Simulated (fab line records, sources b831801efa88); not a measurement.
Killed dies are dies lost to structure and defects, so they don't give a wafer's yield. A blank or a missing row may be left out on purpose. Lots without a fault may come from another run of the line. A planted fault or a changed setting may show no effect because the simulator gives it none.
One fault seen from 2 desks | flow sky130 | each desk has only its own numbers; what lay behind them comes last

THE TOOL OWNER'S DESK: lpcvd-03
The tool's own readings at SKY_SONOS_ONO_CVD_04 (deposits SiO2 from SiH4/N2O, target thk 5.7199 nm): means of the sampled wafers that have a number, for each lot that ran on this tool. A lot is out of limits, marked OUT, if its mean lies more than 4 standard deviations from the usual mean; the brackets give that distance.
Columns: A = spike_tc_bottom_C at SKY_SONOS_ONO_CVD_04, usual 916.6 C; B = spike_tc_centre_C at SKY_SONOS_ONO_CVD_04, usual 900.2 C; C = spike_tc_lower_C at SKY_SONOS_ONO_CVD_04, usual 900.2 C; D = susceptor_temp_C at SKY_SONOS_ONO_CVD_04, usual 900.0 C; E = zone_power_bottom_pct at SKY_SONOS_ONO_CVD_04, usual 27.7 %; F = zone_power_centre_pct at SKY_SONOS_ONO_CVD_04, usual 19.0 %; G = zone_power_lower_pct at SKY_SONOS_ONO_CVD_04, usual 18.5 %
lot  | first seen here | A                | B                | C               | D     | E    | F             | G
L393 | day 12 02:58    | 917.3            | 899.8            | 901.0           | 900.1 | 30.2 | 19.6          | 18.9
L398 | day 13 03:16    | 917.3            | 900.6            | 899.8           | 900.2 | 25.2 | 18.2          | 18.3
L399 | day 13 08:26    | 916.6            | 899.3            | 901.1           | 899.8 | 30.4 | 19.8          | 18.8
L400 | day 13 19:50    | 916.0            | 900.8            | 899.7           | 900.0 | 25.5 | 18.2          | 18.4
L401 | day 14 07:09    | 916.4            | 899.7            | 900.8           | 899.6 | 30.3 | 20.0          | 18.9
L403 | day 14 11:21    | 915.8            | 900.7            | 899.2           | 900.3 | 25.2 | 18.2          | 18.3
L404 | day 14 23:35    | 907.9 (-7.9) OUT | 892.8 (-6.8) OUT | 958.2 (+48) OUT | 899.5 | 20.5 | 8.6 (-12) OUT | 42.8 (+78) OUT
L405 | day 15 04:55    | 907.4 (-8.3) OUT | 893.0 (-6.5) OUT | 958.5 (+49) OUT | 899.8 | 20.5 | 8.7 (-12) OUT | 42.9 (+79) OUT
L414 | day 19 04:59    | 917.9            | 900.4            | 900.1           | 899.8 | 24.9 | 18.1          | 18.3
L416 | day 19 09:17    | 917.2            | 899.9            | 899.3           | 899.8 | 25.4 | 18.2          | 18.3
L415 | day 19 14:11    | 917.6            | 900.2            | 901.2           | 900.1 | 30.5 | 19.6          | 18.8
This desk's finding: out of limits on L404, L405; first on L404, day 14 23:35 (spike_tc_bottom_C at SKY_SONOS_ONO_CVD_04). In limits: L393, L398, L399, L400, L401, L403, L414, L416, L415.

THE METROLOGY DESK
What the gauges read, lot by lot, whatever tool the lot ran on: means of the sampled wafers that have a number. A lot is out of limits, marked OUT, if its mean lies more than 4 standard deviations from the usual mean; the brackets give that distance.
Columns: A = SONOS_ONO_CVD_04_THK at SKY_SONOS_ONO_THK_MEAS_05, usual 5.74 nm; B = LI_CONTACT_OVL at SKY_LI_CONTACT_OVL_MEAS_13, usual 6 nm
lot  | first seen here | A               | B
L393 | day 12 04:14    | 5.95            | 6
L398 | day 13 04:32    | 5.76            | 8
L399 | day 13 09:42    | 5.75            | 5
L400 | day 13 21:43    | 5.61            | 12
L401 | day 14 08:24    | 5.65            | 2
L403 | day 14 12:36    | 5.73            | 7
L404 | day 15 00:50    | 7.06 (+10) OUT  | 6
L405 | day 15 06:10    | 6.93 (+9.2) OUT | -3
L414 | day 19 06:14    | 5.73            | 4
L416 | day 19 10:32    | 5.56            | 9
L415 | day 19 15:27    | 5.82            | 5
This desk's finding: out of limits on L404, L405; first on L404, day 15 00:50 (SONOS_ONO_CVD_04_THK at SKY_SONOS_ONO_THK_MEAS_05). In limits: L393, L398, L399, L400, L401, L403, L414, L416, L415.

PUT TOGETHER
The tool owner's desk could have raised an alarm at day 14 23:35, on L404, L405.
The metrology desk could have raised an alarm at day 15 00:50, on L404, L405.
Of the lots named, all ran SKY_SONOS_ONO_CVD_04 on lpcvd-03.

WHAT THE SIMULATOR HAD PUT IN
Process parameter drift: lpcvd-03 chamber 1, from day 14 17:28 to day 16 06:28, at SKY_SONOS_ONO_CVD_04. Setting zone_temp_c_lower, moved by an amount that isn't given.
Lots struck among those shown: L404, L405.
Hours from the fault's start to each desk's first reading out of limits: the tool owner's desk, 6; the metrology desk, 7.
